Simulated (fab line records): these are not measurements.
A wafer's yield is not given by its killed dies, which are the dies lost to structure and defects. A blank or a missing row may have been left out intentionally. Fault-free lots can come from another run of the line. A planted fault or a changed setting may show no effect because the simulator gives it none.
Split-lot experiment	flow sfq_line	route with 325 steps; 5 lots, 23 wafers read

## ON THE SPLIT
At SFQ_TRILAYER_JJ_TRILAYER_DEP_SPUTTER_110 (material Al, target thk 8 nm, time 10 s), the setting time_s was moved away from the recipe's 10 s on 6 of the 23 wafers read, by -8.9% to +10.8%. All remaining wafers had this setting at the recipe value.

The split's own step is where the reading is taken.

## THE READING
Al_of_TRILAYER_JJ_TRILAYER_DEP_SPUTTER_110.thk_nm (the simulator's own value, which no gauge read), in nm, at SFQ_TRILAYER_JJ_TRILAYER_DEP_SPUTTER_110 (material Al, target thk 8 nm, time 10 s). The file does not state a usual value for it. Across the 17 wafers here that went through the recipe, the average is 8.019 nm and the standard deviation 0.15 nm.

wafer	tool, chamber at the split	time_s as run, s	against the recipe	Al_of_TRILAYER_JJ_TRILAYER_DEP_SPUTTER_110.thk_nm, nm	against lot-mates on the recipe
L077.1	pvd_sputter-03, -	10	recipe	8.287	-
L077.2	pvd_sputter-03, -	10	recipe	8.173	-
L077.3	pvd_sputter-03, -	9.106	-8.9%	7.362	-0.824
L077.4	pvd_sputter-03, -	9.106	-8.9%	7.345	-0.841
L077.6	pvd_sputter-03, -	10	recipe	8.097	-
L078.1	pvd_sputter-03, -	10	recipe	7.819	-
L078.2	pvd_sputter-03, -	10	recipe	7.84	-
L078.3	pvd_sputter-03, -	9.222	-7.8%	7.16	-0.632
L078.5	pvd_sputter-03, -	9.222	-7.8%	7.281	-0.511
L078.6	pvd_sputter-03, -	10	recipe	7.717	-
L079.1	pvd_sputter-03, -	10	recipe	7.943	-
L079.2	pvd_sputter-03, -	10	recipe	7.938	-
L079.3	pvd_sputter-03, -	11.08	+10.8%	8.758	+0.785
L079.4	pvd_sputter-03, -	10	recipe	8.039	-
L079.6	pvd_sputter-03, -	11.08	+10.8%	8.837	+0.864
L082.1	pvd_sputter-04, -	10	recipe	8.221	-
L082.3	pvd_sputter-04, -	10	recipe	7.962	-
L082.4	pvd_sputter-04, -	10	recipe	8.007	-
L082.5	pvd_sputter-04, -	10	recipe	7.968	-
L082.6	pvd_sputter-04, -	10	recipe	8.192	-
L084.1	pvd_sputter-04, -	10	recipe	7.983	-
L084.4	pvd_sputter-04, -	10	recipe	8.01	-
L084.5	pvd_sputter-04, -	10	recipe	8.12	-

FIT RESULTS
A straight line over all 23 wafers: Al_of_TRILAYER_JJ_TRILAYER_DEP_SPUTTER_110.thk_nm changes by +0.0796 nm for each +1% of time_s; r = +0.94; the points scatter about the line by 0.15 nm.
The same after taking each lot's own level away (the mean of its wafers on the recipe; 23 wafers): +0.0806 nm for each +1%; r = +0.98; scatter 0.085 nm.
The reading moves by 0.87 nm for the largest change in time_s, on that fit.
From 7.7920 to 8.1857 nm: that is the span of the lots' own levels, equal to 2.7 times the standard deviation above.
Hence the lot-to-lot level has little effect on the slope; both slopes agree.
Check: +0.895 nm against its lot-mates is what the line predicts for one of the wafers moved furthest among these (+10.8%) when that wafer is left out of the fit. It came out at +0.785 nm against them.

## FURTHER SPLITS ON THESE WAFERS
Other splits were also applied to these wafers ahead of the reading. Each is held against what the fit with the lots' levels taken away leaves over:
other split on the same wafers	wafers away from the commonest value	r with Al_of_TRILAYER_JJ_TRILAYER_DEP_SPUTTER_110.thk_nm (lot level and that fit taken away)
SFQ_TRILAYER_M4_BARC_OPEN_METAL_ETCH_123 time_s	11	+0.03
SFQ_TRILAYER_I4_VIA_LITHO_COAT_108 spin_rpm	11	+0.13

## FILE'S OWN FIT
Al_of_TRILAYER_JJ_TRILAYER_DEP_SPUTTER_110.thk_nm changes by +0.0808 nm for each +1% of time_s, r = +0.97.
